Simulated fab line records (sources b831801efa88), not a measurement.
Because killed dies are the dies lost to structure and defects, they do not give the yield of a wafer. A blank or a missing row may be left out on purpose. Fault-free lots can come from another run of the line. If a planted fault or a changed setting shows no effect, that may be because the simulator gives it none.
fab line records + flow sfq_line
[record]
- lots = 6
- wafers = 18
- last_day = 95
route steps=325 shown M2@102 I2@103
lots with no fault: from the same line, run without faults
start_h: hours from the record's opening day to when the first of the lot's shown wafers began + wait_h: hours from the lot's prior step to this one + " identical to the entry in the row above + L1.1+2: a row that stands for several wafers + - no value present, or no start provided + * or withheld: withheld + < > ~ a bound
route shown NAME@n: NAME is a module with steps in the file, n the number in the route of the first one + usual: the fault-free wafers' mean and standard deviation + same: alike in all rows + chamber/n: place in a boat + sites: per-site readings + _std_site: how widely they spread, as a standard deviation + _edge_site: inner sites' mean taken away from outer sites' mean + radius_mm: how far each site lies from the wafer's centre + mask NAME#n: copy n + behind: the last tool/chamber to shape the wafer + hold: why the lot was held/for how many hours/how that ended + device: which transistor (n, p or np) failed to switch + end of line: the route-end tests of the same wafers + a step given without rows: its recipe and nothing more + killed: the dies lost at the first sort to structure and to defects; this is not the yield of the wafer + map: a wafer's dies, x killed, . not, _ none there
set.NAME: the setting the step ran with; set.NAME@STEP: the setting that earlier step ran with + model.NAME: the simulator's own value behind a step, which no gauge read
lots seen at some steps along the route; tables by step, rows by wafer
services: from which hour (start_h, from the record's first day; less than 0 if before it) a tool's chamber was out of use, for how many hours, and why
[[steps]]
[step SFQ_TRILAYER_M2_STRIP_SOLV_CLEAN_062]
[recipe]
- chemistry = NMP
- temp_c = 70
- time_s = 600
[step SFQ_TRILAYER_I2_DEP_PECVD_063]
[recipe]
- material = SiO2
- temp_c = 150
- time_s = 111.11
- pressure_torr = 2.4
- rf_w = 183.3
- precursor = SiH4/N2O
- target_thk_nm = 500
[usual]
- heater_power_w = 92/13
- throttle_valve_pct = 25.4/1.3
| lot.wafer | tool     | chamber | start_h | wait_h | heater_power_w | throttle_valve_pct |
|-----------|----------|---------|---------|--------|----------------|--------------------|
| L849.2    | pecvd-03 | 0       | 720.78  | 0.0    | 88             | 27.6               |
| L849.3    | "        | 1       | "       | "      | 87             | 25.3               |
| L849.6    | "        | 1       | "       | "      | 89             | 25.4               |
| L854.1    | pecvd-01 | 1       | 788.45  | 0.0    | 96             | 26.3               |
| L854.2    | "        | 0       | "       | "      | 79             | 24.6               |
| L854.3    | "        | 2       | "       | "      | 97             | 24.7               |
| L855.2    | pecvd-02 | 0       | 794.45  | 0.0    | 82             | 23.8               |
| L855.4    | "        | 1       | "       | "      | 101            | 23.8               |
| L855.6    | "        | 0       | "       | "      | 85             | 23.4               |
| L862.4    | pecvd-02 | 1       | 880.44  | 0.0    | 101            | 24.1               |
| L862.5    | "        | 2       | "       | "      | 118            | 25.5               |
| L862.6    | "        | 0       | "       | "      | 84             | 23.8               |
| L867.1    | pecvd-02 | 0       | 933.35  | 0.0    | 73             | 24.0               |
| L867.3    | "        | 2       | "       | "      | 106            | 25.8               |
| L867.5    | "        | 0       | "       | "      | 76             | 23.7               |
| L872.1    | pecvd-01 | 2       | 962.15  | 0.0    | 111            | 25.2               |
| L872.3    | "        | 0       | "       | "      | 85             | 25.1               |
| L872.6    | "        | 1       | "       | "      | 93             | 27.2               |
[step SFQ_TRILAYER_I2_CMP_CMP_064]
[recipe]
- material = SiO2
- down_force_psi = 3
- platen_rpm = 60
- pad_velocity_m_s = 0.94248
[usual]
- motor_current_A = 10.2/0.89
- retaining_ring_pressure_frac = 1.000/0.0053
- time_to_endpoint_s = 213/8.8
| lot.wafer | tool   | chamber | start_h | wait_h | motor_current_A | retaining_ring_pressure_frac | time_to_endpoint_s |
|-----------|--------|---------|---------|--------|-----------------|------------------------------|--------------------|
| L849.2    | cmp-02 | 3       | 721.40  | 0.6    | 10.6            | 0.994                        | 206                |
| L849.3    | "      | 1       | 722.40  | 1.5    | 10.9            | 0.999                        | 224                |
| L849.6    | "      | 2       | "       | "      | 11.5            | 1.002                        | 205                |
| L854.2    | cmp-02 | 1       | 788.52  | 0.0    | 10.1            | 1.008                        | 212                |
| L854.3    | "      | 3       | 789.52  | 1.0    | 10.5            | 1.003                        | 207                |
| L854.1    | "      | 0       | "       | "      | 8.9             | 0.998                        | 219                |
| L855.2    | cmp-01 | 2       | 796.17  | 1.7    | 10.3            | 1.007                        | 206                |
| L855.4    | "      | 3       | "       | "      | 10.4            | 1.002                        | 220                |
| L855.6    | "      | 1       | 797.67  | 3.1    | 10.4            | 0.992                        | 215                |
| L862.4    | cmp-02 | 3       | 899.43  | 19.0   | 10.4            | 1.005                        | 223                |
| L862.5    | "      | 2       | 900.93  | 20.5   | 11.7            | 0.998                        | 214                |
| L862.6    | "      | 3       | "       | "      | 10.6            | 0.999                        | 223                |
| L867.3    | cmp-02 | 3       | 956.18  | 22.8   | 10.7            | 1.001                        | 210                |
| L867.1    | "      | 1       | 957.18  | 23.8   | 10.7            | 1.001                        | 217                |
| L867.5    | "      | 0       | 958.68  | 25.3   | 8.5             | 1.009                        | 218                |
| L872.3    | cmp-02 | 3       | 980.18  | 18.0   | 10.1            | 1.000                        | 206                |
| L872.1    | "      | 0       | "       | "      | 8.0             | 1.002                        | 201                |
| L872.6    | "      | 0       | 982.68  | 20.5   | 8.2             | 1.003                        | 215                |
[step SFQ_I2_BOW_MEAS_917]
[recipe]
- mode = bow
[usual]
- I2_BOW = 2/8.2
| lot.wafer | tool          | chamber | start_h | wait_h | I2_BOW[um] |
|-----------|---------------|---------|---------|--------|------------|
| L849.2    | film_metro-01 | -       | 723.92  | 2.0    | 3          |
| L849.3    | "             | -       | "       | "      | -6         |
| L849.6    | "             | -       | "       | "      | -5         |
| L854.1    | film_metro-02 | -       | 791.52  | 1.0    | -12        |
| L854.2    | "             | -       | "       | "      | -1         |
| L854.3    | "             | -       | "       | "      | -4         |
| L855.2    | film_metro-04 | -       | 798.69  | 2.0    | -1         |
| L855.4    | "             | -       | "       | "      | -3         |
| L855.6    | "             | -       | "       | "      | -6         |
| L862.4    | film_metro-02 | -       | 901.99  | 2.1    | -11        |
| L862.5    | "             | -       | "       | "      | -3         |
| L862.6    | "             | -       | "       | "      | -15        |
| L867.1    | film_metro-01 | -       | 959.18  | 1.5    | -6         |
| L867.3    | "             | -       | "       | "      | -10        |
| L867.5    | "             | -       | "       | "      | -9         |
| L872.1    | film_metro-01 | -       | 983.18  | 2.0    | 12         |
| L872.3    | "             | -       | "       | "      | 10         |
| L872.6    | "             | -       | "       | "      | -3         |
[step SFQ_TRILAYER_I2_METRO_MEASURE_065]
[usual]
- thk_nm = 200.2/1.1
| lot.wafer | tool          | chamber | start_h | wait_h | thk_nm |
|-----------|---------------|---------|---------|--------|--------|
| L849.2    | film_metro-01 | -       | 724.22  | 0.3    | 201.6  |
| L849.3    | "             | -       | "       | "      | 201.3  |
| L849.6    | "             | -       | "       | "      | 199.4  |
| L854.1    | film_metro-02 | -       | 791.64  | 0.1    | 201.5  |
| L854.2    | "             | -       | "       | "      | 201.6  |
| L854.3    | "             | -       | "       | "      | 200.0  |
| L855.2    | film_metro-04 | -       | 798.99  | 0.3    | 199.1  |
| L855.4    | "             | -       | "       | "      | 200.3  |
| L855.6    | "             | -       | "       | "      | 199.0  |
| L862.4    | film_metro-02 | -       | 902.65  | 0.6    | 200.5  |
| L862.5    | "             | -       | "       | "      | 198.0  |
| L862.6    | "             | -       | "       | "      | 200.8  |
| L867.1    | film_metro-01 | -       | 959.30  | 0.1    | 200.9  |
| L867.3    | "             | -       | "       | "      | 199.1  |
| L867.5    | "             | -       | "       | "      | 199.8  |
| L872.1    | film_metro-01 | -       | 983.30  | 0.1    | 200.2  |
| L872.3    | "             | -       | "       | "      | 200.2  |
| L872.6    | "             | -       | "       | "      | 201.0  |
[step SFQ_TRILAYER_I2_VIA_LITHO_COAT_072]
[recipe]
- resist = BARC
- spin_rpm = 3000
- resist_thk_nm = 62
[step SFQ_TRILAYER_I2_VIA_LITHO_COAT_067]
[recipe]
- resist = KrF
- spin_rpm = 3000
- resist_thk_nm = 650
[step SFQ_TRILAYER_I2_VIA_LITHO_SOFTBAKE_071]
[recipe]
- temp_c = withheld
- time_s = withheld
- resist = KrF
[step SFQ_TRILAYER_I2_VIA_LITHO_EXPOSE_068]
[recipe]
- mask_id = I2
- na = 0.6
- source_shape = conventional
- sigma_outer = 0.65
- target_cd_nm = 500
- dose_mj = 21.3
[step SFQ_TRILAYER_I2_VIA_LITHO_PEB_070]
[recipe]
- peb_temp_c = 115
- peb_time_s = 60
- resist = KrF
[step SFQ_TRILAYER_I2_VIA_LITHO_DEVELOP_069]
[recipe]
- time_s = 60
- resist = KrF
[step SFQ_I2_OVL_MEAS_918]
[usual]
- I2_OVL = 2/4.6
| lot.wafer | tool       | chamber | start_h | wait_h | I2_OVL[nm] |
|-----------|------------|---------|---------|--------|------------|
| L849.2    | overlay-02 | -       | 878.19  | 0.1    | -4         |
| L849.3    | "          | -       | "       | "      | -6         |
| L849.6    | "          | -       | "       | "      | 1          |
| L854.1    | overlay-02 | -       | 943.15  | 0.1    | -3         |
| L854.2    | "          | -       | "       | "      | 1          |
| L854.3    | "          | -       | "       | "      | -5         |
| L855.2    | overlay-02 | -       | 949.16  | 0.1    | -2         |
| L855.4    | "          | -       | "       | "      | -8         |
| L855.6    | "          | -       | "       | "      | -11        |
| L862.4    | overlay-02 | -       | 1028.62 | 0.1    | 2          |
| L862.5    | "          | -       | "       | "      | 1          |
| L862.6    | "          | -       | "       | "      | 2          |
| L867.1    | overlay-01 | -       | 1084.01 | 0.1    | 4          |
| L867.3    | "          | -       | "       | "      | 1          |
| L867.5    | "          | -       | "       | "      | -3         |
| L872.1    | overlay-01 | -       | 1111.73 | 0.1    | -1         |
| L872.3    | "          | -       | "       | "      | -1         |
| L872.6    | "          | -       | "       | "      | -1         |
[step SFQ_TRILAYER_I2_VIA_BARC_OPEN_VIA_ETCH_096]
[recipe]
- mask_material = PR
- chemistry = O2
- target_depth_nm = 125
- target = BARC
- source_w = 500
- bias_w = 80
- pressure_mtorr = 30
- time_s = 41.7
[usual]
- drypump_motor_current_A = 5.4/0.4
- oes_product_au = 0.684/0.0048
- run_length_s = 70.2/0.43
| lot.wafer | tool        | chamber | start_h | wait_h | drypump_motor_current_A | oes_product_au | rf_hours_counter_h | run_length_s | model.KrF_of_TRILAYER_I2_VIA_LITHO_COAT_067.thk_nm |
|-----------|-------------|---------|---------|--------|-------------------------|----------------|--------------------|--------------|----------------------------------------------------|
| L849.2    | rie_diel-01 | 1       | 878.22  | 0.0    | 5.3                     | 0.676          | 4                  | 70.3         | 575.7                                              |
| L849.3    | "           | 2       | "       | "      | 6.3                     | 0.685          | 3                  | 69.7         | 574.1                                              |
| L849.6    | "           | 1       | "       | "      | 5.3                     | 0.684          | -                  | 69.7         | 575.8                                              |
| L854.1    | rie_diel-02 | 3       | 943.19  | 0.0    | 4.9                     | 0.684          | 13                 | 70.1         | 577                                                |
| L854.2    | "           | 2       | "       | "      | 5.0                     | 0.709          | 6                  | 67.1         | 574.6                                              |
| L854.3    | "           | 0       | "       | "      | 5.6                     | 0.682          | 5                  | 70.1         | 573.5                                              |
| L855.2    | rie_diel-02 | 2       | 949.19  | 0.0    | 5.0                     | 0.718          | 6                  | 67.0         | 580                                                |
| L855.4    | "           | 3       | "       | "      | 4.9                     | 0.689          | -                  | 70.0         | 577.6                                              |
| L855.6    | "           | 1       | "       | "      | 4.9                     | 0.682          | -                  | 69.7         | 574.1                                              |
| L862.4    | rie_diel-01 | 1       | 1028.64 | 0.0    | 5.3                     | 0.693          | 7                  | 70.3         | 575                                                |
| L862.5    | "           | 3       | "       | "      | 5.6                     | 0.682          | -                  | 70.2         | 575.1                                              |
| L862.6    | "           | 2       | "       | "      | 6.3                     | 0.691          | -                  | 69.5         | 576.2                                              |
| L867.1    | rie_diel-02 | 1       | 1084.04 | 0.0    | 4.9                     | 0.684          | 12                 | 69.7         | 571.7                                              |
| L867.3    | "           | 3       | "       | "      | 4.9                     | 0.682          | 15                 | 70.1         | 571                                                |
| L867.5    | "           | 3       | "       | "      | 4.9                     | 0.685          | -                  | 70.6         | 572.3                                              |
| L872.1    | rie_diel-01 | 2       | 1111.77 | 0.0    | 6.3                     | 0.690          | 7                  | 69.6         | 573.9                                              |
| L872.3    | "           | 1       | "       | "      | 5.3                     | 0.681          | 9                  | 70.0         | 574.8                                              |
| L872.6    | "           | 2       | "       | "      | 6.3                     | 0.687          | -                  | 69.8         | 575                                                |
[step SFQ_TRILAYER_I2_VIA_ETCH_VIA_ETCH_070]
[recipe]
- target = SiO2
- stop_on = Nb
- mask_material = PR
- taper_deg = 20
- chemistry = CHF3
- target_depth_nm = 260
- source_w = 500
- bias_w = 80
- pressure_mtorr = 30
- time_s = withheld
[usual]
- drypump_motor_current_A = 5.4/0.41
- oes_product_au = 0.855/0.0054
| lot.wafer | tool        | chamber | start_h | wait_h | drypump_motor_current_A | oes_product_au | model.KrF_of_TRILAYER_I2_VIA_LITHO_COAT_067.thk_nm |
|-----------|-------------|---------|---------|--------|-------------------------|----------------|----------------------------------------------------|
| L849.2    | rie_diel-01 | 1       | 878.26  | 0.0    | 5.4                     | 0.859          | 531.4                                              |
| L849.3    | "           | 2       | "       | "      | 6.3                     | 0.858          | 529.6                                              |
| L849.6    | "           | 1       | "       | "      | 5.3                     | 0.849          | 531.2                                              |
| L854.1    | rie_diel-02 | 3       | 943.23  | 0.0    | 4.9                     | 0.860          | 532.8                                              |
| L854.2    | "           | 2       | "       | "      | 5.0                     | 0.861          | 529.6                                              |
| L854.3    | "           | 0       | "       | "      | 5.6                     | 0.844          | 529                                                |
| L855.2    | rie_diel-02 | 2       | 949.23  | 0.0    | 5.0                     | 0.851          | 535                                                |
| L855.4    | "           | 3       | "       | "      | 4.9                     | 0.847          | 533.5                                              |
| L855.6    | "           | 1       | "       | "      | 4.9                     | 0.850          | 529.1                                              |
| L862.4    | rie_diel-01 | 1       | 1028.68 | 0.0    | 5.4                     | 0.855          | 530.9                                              |
| L862.5    | "           | 3       | "       | "      | 5.6                     | 0.852          | 531.4                                              |
| L862.6    | "           | 2       | "       | "      | 6.3                     | 0.857          | 532.3                                              |
| L867.1    | rie_diel-02 | 1       | 1084.08 | 0.0    | 4.8                     | 0.865          | 527.8                                              |
| L867.3    | "           | 3       | "       | "      | 4.9                     | 0.848          | 527.8                                              |
| L867.5    | "           | 3       | "       | "      | 4.9                     | 0.853          | 528.8                                              |
| L872.1    | rie_diel-01 | 2       | 1111.81 | 0.0    | 6.4                     | 0.863          | 529.6                                              |
| L872.3    | "           | 1       | "       | "      | 5.3                     | 0.852          | 530.6                                              |
| L872.6    | "           | 2       | "       | "      | 6.3                     | 0.854          | 531.3                                              |
[step SFQ_TRILAYER_I2_VIA_STRIP_STRIP_071]
[recipe]
- gas = O2
- power_w = 200
- platen_temp_c = 40
- overash_fraction = 0.65
- chemistry = O2
- pressure_mtorr = 50
[usual]
- drypump_motor_current_A = 5.38/0.2
- oes_product_au = 1.008/0.0092
| lot.wafer | tool         | chamber | start_h | wait_h | drypump_motor_current_A | oes_product_au | rf_hours_counter_h |
|-----------|--------------|---------|---------|--------|-------------------------|----------------|--------------------|
| L849.2    | rie_metal-04 | 1       | 878.58  | -      | 5.18                    | 1.002          | -                  |
| L849.3    | "            | 1       | "       | "      | 5.17                    | 0.999          | -                  |
| L849.6    | "            | 1       | "       | "      | 5.18                    | 0.989          | -                  |
| L854.1    | rie_metal-04 | 0       | 943.34  | -      | 5.23                    | 1.000          | 66                 |
| L854.2    | "            | 1       | "       | "      | 5.17                    | 1.013          | 84                 |
| L854.3    | "            | 0       | "       | "      | 5.25                    | 1.002          | -                  |
| L855.2    | rie_metal-01 | 1       | 949.34  | -      | 5.34                    | 1.013          | 52                 |
| L855.4    | "            | 1       | "       | "      | 5.35                    | 1.010          | -                  |
| L855.6    | "            | 0       | "       | "      | 5.38                    | 0.995          | -                  |
| L862.4    | rie_metal-04 | 0       | 1029.06 | -      | 5.27                    | 1.007          | -                  |
| L862.5    | "            | 1       | "       | "      | 5.16                    | 1.020          | -                  |
| L862.6    | "            | 0       | "       | "      | 5.25                    | 1.007          | -                  |
| L867.1    | rie_metal-03 | 1       | 1084.20 | -      | 5.75                    | 1.019          | 101                |
| L867.3    | "            | 1       | "       | "      | 5.77                    | 1.036          | -                  |
| L867.5    | "            | 1       | "       | "      | 5.78                    | 1.025          | -                  |
| L872.1    | rie_metal-01 | 1       | 1111.92 | -      | 5.38                    | 1.016          | 81                 |
| L872.3    | "            | 0       | "       | "      | 5.38                    | 1.002          | -                  |
| L872.6    | "            | 1       | "       | "      | 5.38                    | 1.019          | -                  |
[[services]]
| tool        | chamber | start_h | hours | kind   |
|-------------|---------|---------|-------|--------|
| cmp-02      | -       | 718.23  | 1.7   | repair |
| rie_diel-02 | 0       | 727.09  | 8.0   | repair |
| cmp-02      | -       | 737.78  | 0.3   | repair |
| cmp-02      | -       | 751.70  | 4.0   | pm     |
| rie_diel-02 | 2       | 785.31  | 1.4   | repair |
| rie_diel-01 | -       | 824.24  | 14.6  | pm     |
| cmp-02      | -       | 826.24  | 5.4   | repair |
| cmp-02      | -       | 831.33  | 1.6   | repair |
| rie_diel-01 | 3       | 862.95  | 7.4   | repair |
| cmp-02      | -       | 867.43  | 10.5  | repair |
| rie_diel-02 | -       | 879.06  | 0.3   | repair |
| rie_diel-01 | 3       | 900.31  | 2.3   | repair |
| cmp-02      | -       | 904.93  | 5.0   | pm     |
| rie_diel-02 | -       | 907.98  | 2.8   | pm     |
| rie_diel-02 | 2       | 918.51  | 3.5   | repair |
| cmp-02      | -       | 939.96  | 13.2  | pm     |
| rie_diel-02 | 0       | 946.62  | 3.6   | repair |
| rie_diel-01 | 3       | 950.79  | 5.4   | repair |
| rie_diel-02 | 1       | 973.12  | 5.3   | repair |
| cmp-02      | -       | 975.08  | 1.5   | repair |
| rie_diel-01 | 3       | 1005.07 | 3.9   | repair |
| rie_diel-01 | 3       | 1034.80 | 13.9  | repair |
| rie_diel-02 | 1       | 1085.83 | 11.2  | repair |
| rie_diel-01 | 3       | 1106.59 | 10.2  | repair |
[[key]]
[first_sign]
- step = SFQ_TRILAYER_I2_VIA_BARC_OPEN_VIA_ETCH_096
- reading = run_length_s
- direction = down
- sigmas = 7.4
- usual = *
- struck = *
[effect]
- step = SFQ_TRILAYER_I2_VIA_BARC_OPEN_VIA_ETCH_096
- reading = oes_product_au
- direction = up
- sigmas = 6.1
- usual = 0.684
- struck = 0.714
[model_effect]
- step = SFQ_TRILAYER_I2_VIA_BARC_OPEN_VIA_ETCH_096
- value = KrF_of_TRILAYER_I2_VIA_LITHO_COAT_067.thk_nm
- without = 573.7
- struck = 577.3
[model_effect]
- step = SFQ_TRILAYER_I2_VIA_ETCH_VIA_ETCH_070
- value = KrF_of_TRILAYER_I2_VIA_LITHO_COAT_067.thk_nm
- without = 528.6
- struck = 532.3
met_at SFQ_TRILAYER_I2_VIA_BARC_OPEN_VIA_ETCH_096
struck_wafers L854.2,L855.2
[fault]
- kind = process_parameter_drift
- tool = rie_diel-02
- chamber = 2
- onset_h = 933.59
- steps = SFQ_TRILAYER_I2_VIA_BARC_OPEN_VIA_ETCH_096
- channel = time_s
- offset = *
- shape = step
- end_h = 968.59
- acts_in = *
- stated = *
